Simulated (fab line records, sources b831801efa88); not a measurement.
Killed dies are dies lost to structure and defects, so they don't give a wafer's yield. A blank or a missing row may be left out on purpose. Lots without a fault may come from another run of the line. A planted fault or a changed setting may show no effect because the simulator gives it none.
Which tool did it? | flow gf180mcu | 12 lots, 36 wafers sampled, at 6 steps of a route of 602

WHAT THE GAUGES READ, wafer by wafer
GF_PSD_RS_MEAS_14: measures by four-point-probe.
lot  | measured     | on            | NSD_RS (ohm/sq)
L361 | day 14 06:29 | film_metro-03 | 46.19 46.24 46.25
L364 | day 15 00:10 | film_metro-04 | 46.23 46.02 46.16
L367 | day 16 09:20 | film_metro-03 | 46.28 46.28 46.19
L369 | day 17 00:15 | film_metro-03 | 48.50 48.56 48.56
L372 | day 18 10:49 | film_metro-03 | 48.54 48.65 48.61
L374 | day 18 20:43 | film_metro-04 | 46.27 46.34 46.19
L378 | day 20 19:30 | film_metro-01 | 46.08 46.08 46.02
L379 | day 20 19:48 | film_metro-03 | 46.23 46.18 46.07
L380 | day 20 22:41 | film_metro-04 | 46.25 46.23 46.22
L382 | day 21 17:09 | film_metro-03 | 46.32 46.29 46.40
L383 | day 22 05:04 | film_metro-01 | 46.06 46.01 46.01
L384 | day 22 07:49 | film_metro-04 | 46.16 46.09 46.06

GF_CONTACT_CD_MEAS_14: target cd 220 nm.
lot  | measured     | on        | cd_nm (nm)
L361 | day 16 02:10 | cd_sem-02 | 220.8 220.5 219.1
L364 | day 16 21:23 | cd_sem-02 | 216.7 215.4 215.7
L367 | day 18 08:02 | cd_sem-01 | 220.2 219.3 219.5
L369 | day 19 01:49 | cd_sem-01 | 217.6 218.8 217.9
L372 | day 20 13:13 | cd_sem-02 | 219.7 220.1 220.9
L374 | day 20 23:25 | cd_sem-02 | 220.9 220.0 221.1
L378 | day 22 20:27 | cd_sem-01 | 220.4 221.0 221.1
L379 | day 22 20:58 | cd_sem-02 | 219.4 219.8 220.4
L380 | day 22 22:59 | cd_sem-01 | 219.0 218.8 220.4
L382 | day 23 16:46 | cd_sem-01 | 218.2 219.1 217.3
L383 | day 24 03:23 | cd_sem-01 | 219.2 219.9 218.4
L384 | day 24 07:13 | cd_sem-02 | 220.3 221.4 220.6

GF_CONTACT_OVL_MEAS_15.
lot  | measured     | on         | CONTACT_OVL (nm)
L361 | day 16 02:15 | overlay-02 | -1 0 -3
L364 | day 16 21:29 | overlay-02 | 2 0 0
L367 | day 18 08:08 | overlay-02 | 5 2 0
L369 | day 19 01:56 | overlay-02 | 4 5 5
L372 | day 20 13:20 | overlay-02 | 7 2 3
L374 | day 20 23:32 | overlay-01 | -2 -7 -2
L378 | day 22 20:34 | overlay-02 | -5 4 2
L379 | day 22 21:05 | overlay-02 | 6 4 6
L380 | day 22 23:05 | overlay-02 | -7 -7 0
L382 | day 23 16:53 | overlay-01 | 1 2 4
L383 | day 24 03:29 | overlay-02 | 3 5 1
L384 | day 24 07:20 | overlay-01 | 5 9 10

WHICH TOOL RAN EACH LOT (tool, then ch and the chambers of the sampled wafers, then the start)
lot  | GF_NSD_IMPLANT_09               | GF_NSD_STRIP_11                      | GF_SALICIDE_SPUTTER_02
L361 | implanter-04 ch 0, day 13 10:00 | plasma_asher-02 ch 0,1, day 13 10:17 | pvd_sputter-01, day 15 03:31
L364 | implanter-01 ch 0, day 14 02:03 | plasma_asher-01 ch 0,1, day 14 02:20 | pvd_sputter-01, day 15 22:52
L367 | implanter-02 ch 0, day 15 10:41 | plasma_asher-04 ch 0,1, day 15 10:58 | pvd_sputter-01, day 17 08:35
L369 | implanter-01 ch 0, day 16 01:21 | plasma_asher-02 ch 0,1, day 16 01:39 | pvd_sputter-04, day 18 00:28
L372 | implanter-01 ch 0, day 17 10:12 | plasma_asher-02 ch 0,1, day 17 10:30 | pvd_sputter-01, day 19 11:34
L374 | implanter-02 ch 0, day 17 20:22 | plasma_asher-04 ch 0,1, day 17 20:40 | pvd_sputter-01, day 19 22:04
L378 | implanter-02 ch 0, day 19 18:39 | plasma_asher-04 ch 0,1, day 19 18:57 | pvd_sputter-03, day 21 19:56
L379 | implanter-04 ch 0, day 19 18:42 | plasma_asher-02 ch 0,1, day 19 19:00 | pvd_sputter-04, day 21 20:19
L380 | implanter-01 ch 0, day 19 21:29 | plasma_asher-02 ch 0,1, day 19 21:45 | pvd_sputter-03, day 21 22:52
L382 | implanter-04 ch 0, day 20 16:33 | plasma_asher-04 ch 0,1, day 20 16:51 | pvd_sputter-01, day 22 16:58
L383 | implanter-01 ch 0, day 21 03:54 | plasma_asher-04 ch 0,1, day 21 04:10 | pvd_sputter-04, day 23 04:05
L384 | implanter-04 ch 0, day 21 07:42 | plasma_asher-02 ch 0,1, day 21 08:00 | pvd_sputter-03, day 23 07:29
- GF_NSD_IMPLANT_09
- GF_NSD_STRIP_11: strips in O2/N2.
- GF_SALICIDE_SPUTTER_02: material Co, target thk 10 nm, time 20 s.

WHAT THE TOOLS THEMSELVES READ (means of the sampled wafers that have a number; where no wafer has one, the mark that the record gives instead)
GF_NSD_IMPLANT_09.
lot  | tool         | beam_on_s (s) | dose_ions_cm2
L361 | implanter-04 | 15.9          | 4.003e+15
L364 | implanter-01 | 17.9          | 4.002e+15
L367 | implanter-02 | 18.3          | 4.006e+15
L369 | implanter-01 | 12.9          | 2.862e+15
L372 | implanter-01 | 12.7          | 2.864e+15
L374 | implanter-02 | 18.3          | 4.005e+15
L378 | implanter-02 | 18.9          | 3.997e+15
L379 | implanter-04 | 15.3          | 4.003e+15
L380 | implanter-01 | 17.8          | 4.002e+15
L382 | implanter-04 | 15.7          | 4.002e+15
L383 | implanter-01 | 18.0          | 4.000e+15
L384 | implanter-04 | 15.8          | 4.001e+15

GF_NSD_STRIP_11.
lot  | tool            | drypump_motor_current_A (A) | heater_power_w (W) | o2_flow_sccm (sccm) | oes_product_au (a.u.) | strip_time_to_endpoint_s (s)
L361 | plasma_asher-02 | 5.80                        | 355                | 3003                | 0.488                 | 22.98
L364 | plasma_asher-01 | 6.20                        | 362                | 2992                | 0.485                 | 23.02
L367 | plasma_asher-04 | 5.95                        | 376                | 2998                | 0.487                 | 23.00
L369 | plasma_asher-02 | 5.98                        | 329                | 2991                | 0.506                 | 21.63
L372 | plasma_asher-02 | 5.82                        | 347                | 3017                | 0.502                 | 21.70
L374 | plasma_asher-04 | 5.94                        | 380                | 2990                | 0.486                 | 22.97
L378 | plasma_asher-04 | 5.94                        | 383                | 3005                | 0.491                 | 22.95
L379 | plasma_asher-02 | 5.81                        | 350                | 3003                | 0.480                 | 22.96
L380 | plasma_asher-02 | 5.96                        | 323                | 3004                | 0.488                 | 22.95
L382 | plasma_asher-04 | 5.77                        | 363                | 2994                | 0.487                 | 22.96
L383 | plasma_asher-04 | 5.94                        | 383                | 3000                | 0.490                 | 22.96
L384 | plasma_asher-02 | 5.78                        | 347                | 2997                | 0.492                 | 22.96

GF_SALICIDE_SPUTTER_02.
lot  | tool           | throttle_valve_pct (%)
L361 | pvd_sputter-01 | 30.1
L364 | pvd_sputter-01 | 30.9
L367 | pvd_sputter-01 | 30.3
L369 | pvd_sputter-04 | 31.1
L372 | pvd_sputter-01 | 30.5
L374 | pvd_sputter-01 | 30.7
L378 | pvd_sputter-03 | 30.4
L379 | pvd_sputter-04 | 31.1
L380 | pvd_sputter-03 | 30.0
L382 | pvd_sputter-01 | 30.6
L383 | pvd_sputter-04 | 30.9
L384 | pvd_sputter-03 | 29.5

THE ANSWER, worked out from the rows above alone
Rule: what is usual is taken from the lots themselves. Put in order of their means at a reading, lots are off if they are a third of the lots or fewer, leave a main group of 4 or more, and stand apart from it by a gap of 3 or more times the standard deviation of the main group's means; of several such gaps the widest counts. A main group whose means are all the same, to the digits that the tables above print for the reading, isn't used. A lot without any number at a reading at which 4 lots or more have one is off too. The other lots that the step has rows for count as sound. The gauges are gone through in route order, then the tools' own readings, and for those a lot's mean is taken as printed above. The first step at which some lot is off is used, and at that step the reading that is off furthest; a lot without a number counts as furthest.
Off: L369, L372, at GF_PSD_RS_MEAS_14 (NSD_RS). The main group: mean 46.18 ohm/sq, standard deviation 0.094.
A tool fits if, at a process step before that reading, it ran every lot that is off, and no sound lot after the first of them. The gauges at GF_PSD_RS_MEAS_14 aren't tried: what is off there is off at GF_NSD_IMPLANT_09 too, on other tools, and a gauge's error can't cause that. None of those tried fits.

WHAT THE SIMULATOR HAD PUT IN
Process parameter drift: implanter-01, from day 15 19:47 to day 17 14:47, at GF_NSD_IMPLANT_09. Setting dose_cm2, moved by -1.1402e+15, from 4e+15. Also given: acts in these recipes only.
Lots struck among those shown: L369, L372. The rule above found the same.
